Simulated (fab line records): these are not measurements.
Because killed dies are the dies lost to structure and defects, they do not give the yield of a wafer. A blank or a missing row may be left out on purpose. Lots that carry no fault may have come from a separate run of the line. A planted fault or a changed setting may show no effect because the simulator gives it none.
fab line records -- flow sky130
record: lots: 13, wafers: 39, last-day: 50
route steps=708 shown VIA4@659 METAL5@664 PAD_OPEN@696
lots untouched by any fault: they come from a run of this same line in which no faults occurred
start-h: the number of hours between the record's first day and the start of the first shown wafer of the lot -- wait-h: time in hours since the lot's previous step -- " repeats the value in the row above -- L1.1+2: a single row standing in for several wafers -- - no value present, or no start provided -- * or withheld: withheld -- < > ~ a bound
route shown NAME@n: names a module that has steps shown in the file, with the first one's number in the route -- usual: the fault-free wafers' mean and standard deviation -- same: alike in all rows -- chamber/n: place in a boat -- sites: readings site by site -- _std_site: their standard deviation -- _edge_site: mean of outer sites minus mean of inner sites -- radius-mm: how far each site lies from the wafer's centre -- mask NAME#n: copy n -- behind: the last tool/chamber to shape the wafer -- hold: why the lot was held/for how many hours/how that ended -- device: which transistor (n, p or np) failed to switch -- end of line: tests of these same wafers at the route's end -- a step without rows: its recipe alone -- killed: dies lost to structure and defects at the first sort, not the wafer's yield -- map: dies across one wafer; x = killed, . = not, _ = none there
set.NAME: the setting that was run; set.NAME@STEP: the one run at that earlier step -- model.NAME: the simulator's own value behind a step, which no gauge read
steps of the route over a sample of lots; a table a step, a row a wafer
services: from which hour (start-h, from the record's first day; less than 0 if before it) a tool's chamber was out of use, for how many hours, and why
== steps ==
step: SKY_VIA4_THK_MEAS_20
recipe: thk-meas-gauge: xrf, reads: W_of_VIA4_CVD_18
usual: VIA4_W_THK: 491/4.8
lot.wafer,tool,chamber,start-h,wait-h,VIA4_W_THK[nm]
L111.1,film-metro-03,-,1024.90,0.1,494
L111.2,film-metro-03,-,1024.90,0.1,482
L111.6,film-metro-03,-,1024.90,0.1,488
L114.1,film-metro-04,-,1046.91,0.1,484
L114.2,film-metro-04,-,1046.91,0.1,493
L114.5,film-metro-04,-,1046.91,0.1,489
L115.1,film-metro-03,-,1053.98,0.1,490
L115.4,film-metro-03,-,1053.98,0.1,495
L115.5,film-metro-03,-,1053.98,0.1,494
L117.3,film-metro-02,-,1063.54,0.1,487
L117.4,film-metro-02,-,1063.54,0.1,488
L117.5,film-metro-02,-,1063.54,0.1,490
L116.2,film-metro-03,-,1064.29,0.1,489
L116.5,film-metro-03,-,1064.29,0.1,489
L116.6,film-metro-03,-,1064.29,0.1,491
L120.2,film-metro-02,-,1080.84,0.1,483
L120.3,film-metro-02,-,1080.84,0.1,489
L120.5,film-metro-02,-,1080.84,0.1,488
L126.2,film-metro-04,-,1120.00,0.1,484
L126.4,film-metro-04,-,1120.00,0.1,483
L126.6,film-metro-04,-,1120.00,0.1,486
L127.1,film-metro-03,-,1124.40,0.1,496
L127.4,film-metro-03,-,1124.40,0.1,498
L127.5,film-metro-03,-,1124.40,0.1,494
L128.1,film-metro-04,-,1128.56,0.1,496
L128.3,film-metro-04,-,1128.56,0.1,504
L128.6,film-metro-04,-,1128.56,0.1,496
L129.2,film-metro-04,-,1130.36,0.1,494
L129.3,film-metro-04,-,1130.36,0.1,486
L129.5,film-metro-04,-,1130.36,0.1,492
L130.4,film-metro-03,-,1141.67,0.1,499
L130.5,film-metro-03,-,1141.67,0.1,493
L130.6,film-metro-03,-,1141.67,0.1,497
L131.1,film-metro-03,-,1149.03,0.1,486
L131.4,film-metro-03,-,1149.03,0.1,493
L131.6,film-metro-03,-,1149.03,0.1,494
L132.1,film-metro-04,-,1157.71,0.1,493
L132.4,film-metro-04,-,1157.71,0.1,492
L132.6,film-metro-04,-,1157.71,0.1,495
step: SKY_METAL5_SPUTTER_03
recipe: material: Ti, target-thk-nm: 5, power-w: 3000, time-s: 3.3, chamber-pressure-pa: 0.4
usual: throttle-valve-pct: 30.2/0.56
lot.wafer,tool,chamber,start-h,wait-h,throttle-valve-pct
L111.1,pvd-sputter-02,-,1025.36,0.0,30.5
L111.2,pvd-sputter-02,-,1025.36,0.0,30.0
L111.6,pvd-sputter-02,-,1025.36,0.0,30.2
L114.1,pvd-sputter-04,-,1047.37,0.0,29.9
L114.2,pvd-sputter-04,-,1047.37,0.0,30.1
L114.5,pvd-sputter-04,-,1047.37,0.0,29.3
L115.1,pvd-sputter-04,-,1054.44,0.0,30.1
L115.4,pvd-sputter-04,-,1054.44,0.0,30.0
L115.5,pvd-sputter-04,-,1054.44,0.0,30.7
L117.3,pvd-sputter-02,-,1063.98,0.0,30.5
L117.4,pvd-sputter-02,-,1063.98,0.0,30.1
L117.5,pvd-sputter-02,-,1063.98,0.0,30.3
L116.2,pvd-sputter-02,-,1064.74,0.0,30.2
L116.5,pvd-sputter-02,-,1064.74,0.0,30.5
L116.6,pvd-sputter-02,-,1064.74,0.0,31.1
L120.2,pvd-sputter-04,-,1081.29,0.0,30.1
L120.3,pvd-sputter-04,-,1081.29,0.0,30.2
L120.5,pvd-sputter-04,-,1081.29,0.0,30.1
L126.2,pvd-sputter-03,-,1120.45,0.0,29.6
L126.4,pvd-sputter-03,-,1120.45,0.0,30.2
L126.6,pvd-sputter-03,-,1120.45,0.0,30.5
L127.1,pvd-sputter-03,-,1124.86,0.0,29.1
L127.4,pvd-sputter-03,-,1124.86,0.0,29.8
L127.5,pvd-sputter-03,-,1124.86,0.0,30.1
L128.1,pvd-sputter-04,-,1129.02,0.0,30.1
L128.3,pvd-sputter-04,-,1129.02,0.0,30.6
L128.6,pvd-sputter-04,-,1129.02,0.0,30.2
L129.2,pvd-sputter-04,-,1131.03,0.0,30.0
L129.3,pvd-sputter-04,-,1131.03,0.0,29.0
L129.5,pvd-sputter-04,-,1131.03,0.0,30.7
L130.4,pvd-sputter-03,-,1142.21,0.0,30.0
L130.5,pvd-sputter-03,-,1142.21,0.0,29.4
L130.6,pvd-sputter-03,-,1142.21,0.0,30.1
L131.1,pvd-sputter-02,-,1149.49,0.0,31.2
L131.4,pvd-sputter-02,-,1149.49,0.0,30.2
L131.6,pvd-sputter-02,-,1149.49,0.0,31.2
L132.1,pvd-sputter-03,-,1158.25,0.0,29.2
L132.4,pvd-sputter-03,-,1158.25,0.0,30.3
L132.6,pvd-sputter-03,-,1158.25,0.0,30.0
step: SKY_METAL5_SPUTTER_04
recipe: material: TiN, target-thk-nm: 70, power-w: 6500, time-s: 58.3, chamber-pressure-pa: 0.4
usual: throttle-valve-pct: 30.2/0.58
lot.wafer,tool,chamber,start-h,wait-h,throttle-valve-pct
L111.1,pvd-sputter-02,-,1025.37,0.0,30.6
L111.2,pvd-sputter-02,-,1025.37,0.0,30.3
L111.6,pvd-sputter-02,-,1025.37,0.0,30.4
L114.1,pvd-sputter-04,-,1047.38,0.0,29.9
L114.2,pvd-sputter-04,-,1047.38,0.0,30.0
L114.5,pvd-sputter-04,-,1047.38,0.0,29.6
L115.1,pvd-sputter-04,-,1054.46,0.0,30.1
L115.4,pvd-sputter-04,-,1054.46,0.0,30.0
L115.5,pvd-sputter-04,-,1054.46,0.0,30.5
L117.3,pvd-sputter-02,-,1064.00,0.0,30.3
L117.4,pvd-sputter-02,-,1064.00,0.0,30.1
L117.5,pvd-sputter-02,-,1064.00,0.0,30.3
L116.2,pvd-sputter-02,-,1064.76,0.0,30.4
L116.5,pvd-sputter-02,-,1064.76,0.0,30.7
L116.6,pvd-sputter-02,-,1064.76,0.0,31.2
L120.2,pvd-sputter-04,-,1081.31,0.0,29.8
L120.3,pvd-sputter-04,-,1081.31,0.0,30.1
L120.5,pvd-sputter-04,-,1081.31,0.0,30.2
L126.2,pvd-sputter-03,-,1120.47,0.0,29.9
L126.4,pvd-sputter-03,-,1120.47,0.0,30.1
L126.6,pvd-sputter-03,-,1120.47,0.0,30.4
L127.1,pvd-sputter-03,-,1124.88,0.0,29.0
L127.4,pvd-sputter-03,-,1124.88,0.0,29.5
L127.5,pvd-sputter-03,-,1124.88,0.0,29.8
L128.1,pvd-sputter-04,-,1129.04,0.0,29.8
L128.3,pvd-sputter-04,-,1129.04,0.0,30.8
L128.6,pvd-sputter-04,-,1129.04,0.0,30.1
L129.2,pvd-sputter-04,-,1131.05,0.0,30.2
L129.3,pvd-sputter-04,-,1131.05,0.0,29.3
L129.5,pvd-sputter-04,-,1131.05,0.0,30.7
L130.4,pvd-sputter-03,-,1142.22,0.0,29.4
L130.5,pvd-sputter-03,-,1142.22,0.0,29.0
L130.6,pvd-sputter-03,-,1142.22,0.0,30.1
L131.1,pvd-sputter-02,-,1149.51,0.0,31.2
L131.4,pvd-sputter-02,-,1149.51,0.0,30.5
L131.6,pvd-sputter-02,-,1149.51,0.0,31.4
L132.1,pvd-sputter-03,-,1158.27,0.0,29.1
L132.4,pvd-sputter-03,-,1158.27,0.0,30.3
L132.6,pvd-sputter-03,-,1158.27,0.0,30.4
step: SKY_PAD_OPEN_COAT_02
recipe: spin-rpm: 2000, resist-thk-nm: 3000
usual: exhaust-pa: 45.0/0.76, spin-speed-rpm: 1999.6/1.5
lot.wafer,tool,chamber,start-h,wait-h,exhaust-pa,spin-speed-rpm
L111.1,litho-track-04,0,1080.06,0.1,44.5,1998.3
L111.2,litho-track-04,0,1080.06,0.1,44.1,1999.3
L111.6,litho-track-04,0,1080.06,0.1,46.6,2000.9
L114.1,litho-track-01,0,1101.66,0.1,43.9,2000.2
L114.2,litho-track-01,0,1101.66,0.1,43.5,1998.5
L114.5,litho-track-01,0,1101.66,0.1,44.5,1998.3
L115.1,litho-track-04,0,1108.51,0.1,45.6,1999.8
L115.4,litho-track-04,0,1108.51,0.1,44.8,1998.6
L115.5,litho-track-04,0,1108.51,0.1,45.4,1997.9
L117.3,litho-track-04,0,1116.56,0.1,43.5,1997.7
L117.4,litho-track-04,0,1116.56,0.1,44.2,1997.9
L117.5,litho-track-04,0,1116.56,0.1,44.1,2000.9
L116.2,litho-track-01,0,1117.94,0.1,44.0,1999.1
L116.5,litho-track-01,0,1117.94,0.1,44.4,1998.2
L116.6,litho-track-01,0,1117.94,0.1,44.2,2000.8
L120.2,litho-track-04,0,1132.63,0.1,45.8,1998.9
L120.3,litho-track-04,0,1132.63,0.1,44.0,2002.0
L120.5,litho-track-04,0,1132.63,0.1,43.2,1997.3
L126.2,litho-track-01,0,1167.39,0.1,44.7,2125.6
L126.4,litho-track-01,0,1167.39,0.1,45.6,2124.8
L126.6,litho-track-01,0,1167.39,0.1,45.3,2123.9
L127.1,litho-track-01,0,1172.06,0.1,45.2,2123.6
L127.4,litho-track-01,0,1172.06,0.1,45.3,2124.4
L127.5,litho-track-01,0,1172.06,0.1,45.5,2123.3
L128.1,litho-track-02,0,1174.53,0.1,43.4,1999.3
L128.3,litho-track-02,0,1174.53,0.1,44.5,2000.7
L128.6,litho-track-02,0,1174.53,0.1,43.3,1999.4
L129.2,litho-track-02,0,1177.06,0.1,45.2,2000.2
L129.3,litho-track-02,0,1177.06,0.1,46.0,2001.9
L129.5,litho-track-02,0,1177.06,0.1,45.8,2000.7
L130.4,litho-track-02,0,1187.11,0.1,45.9,1999.8
L130.5,litho-track-02,0,1187.11,0.1,45.3,1999.1
L130.6,litho-track-02,0,1187.11,0.1,45.4,2000.7
L131.1,litho-track-04,0,1193.51,0.1,44.5,1999.5
L131.4,litho-track-04,0,1193.51,0.1,45.4,1999.6
L131.6,litho-track-04,0,1193.51,0.1,44.4,1997.3
L132.1,litho-track-02,0,1200.38,0.1,46.0,1999.6
L132.4,litho-track-02,0,1200.38,0.1,45.8,2002.3
L132.6,litho-track-02,0,1200.38,0.1,44.2,1998.9
step: SKY_PAD_OPEN_PROBE_99
usual: defect-limited-yield: 82.8/2, killed_at_M0_to_M3: 43/7.2, killed_at_M4_up: 3.0/2, killed-at-contacts: 24/5.5, killed-at-front-end: 15/4.2, killed-at-other: 0.3/0.51, killed-dies: 85/10, killed-open: 46/7.3, killed-short: 38/6.4, sort_bin_3_pad_short: 0.9/0.42, sort_bin_5_function: 10.3/1.5, sort_bin_6_memory: 6.0/1.2, sort-n-pass: 407/10, sort-yield-pct: 82.8/2
same: gross-dies: 492, killed-at-back-side: 0, sort_bin_4_leakage[%]: 0, sort_bin_8_speed[%]: 0
lot.wafer,tool,chamber,start-h,wait-h,defect-limited-yield[%],killed_at_M0_to_M3,killed_at_M4_up,killed-at-contacts,killed-at-front-end,killed-at-other,killed-dies,killed-open,killed-short,sort_bin_3_pad_short[%],sort_bin_5_function[%],sort_bin_6_memory[%],sort-n-pass,sort-yield-pct[%]
L126.2,prober-02,-,1178.98,0.1,83.9,50,1,13,14,1,79,41,38,1.2,8.3,6.5,413,83.9
L126.4,prober-02,-,1179.08,0.2,85.0,38,2,18,16,0,74,32,42,0.8,8.5,5.7,418,85.0
L126.6,prober-02,-,1179.18,0.2,84.1,41,5,21,11,0,78,44,34,0.4,10.0,5.5,414,84.1
L129.2,prober-01,-,1187.23,0.1,82.1,43,5,28,12,0,88,52,36,1.4,11.0,5.5,404,82.1
L129.3,prober-01,-,1187.28,0.2,84.3,36,1,28,12,0,77,42,35,0.8,9.8,5.1,415,84.3
L129.5,prober-01,-,1187.38,0.2,82.5,39,4,28,15,0,86,47,39,1.6,10.0,5.9,406,82.5
L130.4,prober-02,-,1197.74,0.2,80.5,56,3,17,19,1,96,52,44,0.8,12.2,6.5,396,80.5
L130.5,prober-02,-,1197.79,0.2,81.9,47,3,22,17,0,89,54,35,1.0,8.7,8.3,403,81.9
L130.6,prober-02,-,1197.84,0.2,83.3,44,3,24,11,0,82,43,39,1.0,11.2,4.5,410,83.3
killed by level:class
L126.2 VIA1:geometric-particle:open=7 VIA3:geometric-particle:open=7 VIA1:geometric-particle:short=7 VIA2:geometric-particle:open=6 CONTACT:geometric-particle:open=6 METAL2:geometric-particle:short=6 METAL1:geometric-particle:short=6 FIELD_ISO:geometric-particle:open=5
L126.4 FIELD_ISO:geometric-particle:short=7 CONTACT:geometric-particle:short=6 CONTACT:geometric-particle:open=6 VIA3:geometric-particle:open=6 METAL2:geometric-particle:short=6 VIA1:geometric-particle:open=5 VIA2:geometric-particle:open=5 METAL1:geometric-particle:short=4
L126.6 VIA2:geometric-particle:open=13 CONTACT:geometric-particle:open=9 CONTACT:geometric-particle:short=7 VIA1:geometric-particle:open=5 METAL2:geometric-particle:short=5 VIA3:geometric-particle:open=5 FIELD_ISO:geometric-particle:short=4 METAL3:geometric-particle:short=4
L129.2 CONTACT:geometric-particle:open=10 LI_CONTACT:geometric-particle:open=9 VIA1:geometric-particle:open=8 VIA3:geometric-particle:open=7 CONTACT:geometric-particle:short=6 VIA2:geometric-particle:open=6 VIA3:geometric-particle:short=6 METAL2:geometric-particle:short=5
L129.3 CONTACT:geometric-particle:open=14 VIA1:geometric-particle:open=10 CONTACT:geometric-particle:short=6 VIA2:geometric-particle:open=6 LI_CONTACT:geometric-particle:short=4 VIA1:geometric-particle:short=4 FIELD_ISO:geometric-particle:short=3 FIELD_ISO:geometric-particle:open=3
L129.5 VIA3:geometric-particle:open=9 LI_CONTACT:geometric-particle:open=8 CONTACT:geometric-particle:short=8 CONTACT:geometric-particle:open=6 VIA2:geometric-particle:open=6 FIELD_ISO:geometric-particle:short=5 VIA1:geometric-particle:short=5 VIA1:geometric-particle:open=4
L130.4 VIA1:geometric-particle:open=17 POLY_GATE:geometric-particle:short=6 LI_CONTACT:geometric-particle:open=6 VIA3:geometric-particle:open=6 VIA1:geometric-particle:short=5 CONTACT:geometric-particle:open=5 METAL2:geometric-particle:short=5 METAL3:geometric-particle:short=5
L130.5 VIA1:geometric-particle:open=12 CONTACT:geometric-particle:open=11 METAL1:geometric-particle:short=9 LI_CONTACT:geometric-particle:open=7 FIELD_ISO:geometric-particle:short=6 VIA3:geometric-particle:open=5 VIA2:geometric-particle:short=5 POLY_GATE:geometric-particle:open=4
L130.6 LI_CONTACT:geometric-particle:open=8 VIA3:geometric-particle:open=8 CONTACT:geometric-particle:open=7 LOCAL_INTERCONNECT:geometric-particle:short=6 METAL1:geometric-particle:short=5 VIA1:geometric-particle:open=5 VIA2:geometric-particle:open=5 VIA2:geometric-particle:short=4
== services ==
tool,chamber,start-h,hours,kind
pvd-sputter-03,-,1046.42,24.0,repair
pvd-sputter-04,-,1059.59,7.5,repair
pvd-sputter-03,-,1180.62,4.4,repair
== key ==
first-sign: step: SKY_PAD_OPEN_COAT_02, reading: spin-speed-rpm, direction: up, sigmas: 83, usual: 1999.6, struck: 2124.3
effect none on later readings
met-at SKY_PAD_OPEN_COAT_02
struck-lots L126,L127
not-acting-at SKY_VIA4_THK_MEAS_20,SKY_METAL5_SPUTTER_03,SKY_METAL5_SPUTTER_04
onset-between 1117.94 1167.39
fault: kind: process-parameter-drift, tool: litho-track-01, chamber: -, onset-h: 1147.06, steps: SKY_PAD_OPEN_COAT_02, channel: spin-rpm, offset: 124.33, shape: step, end-h: 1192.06, acts-in: these-recipes-only, stated: 2000
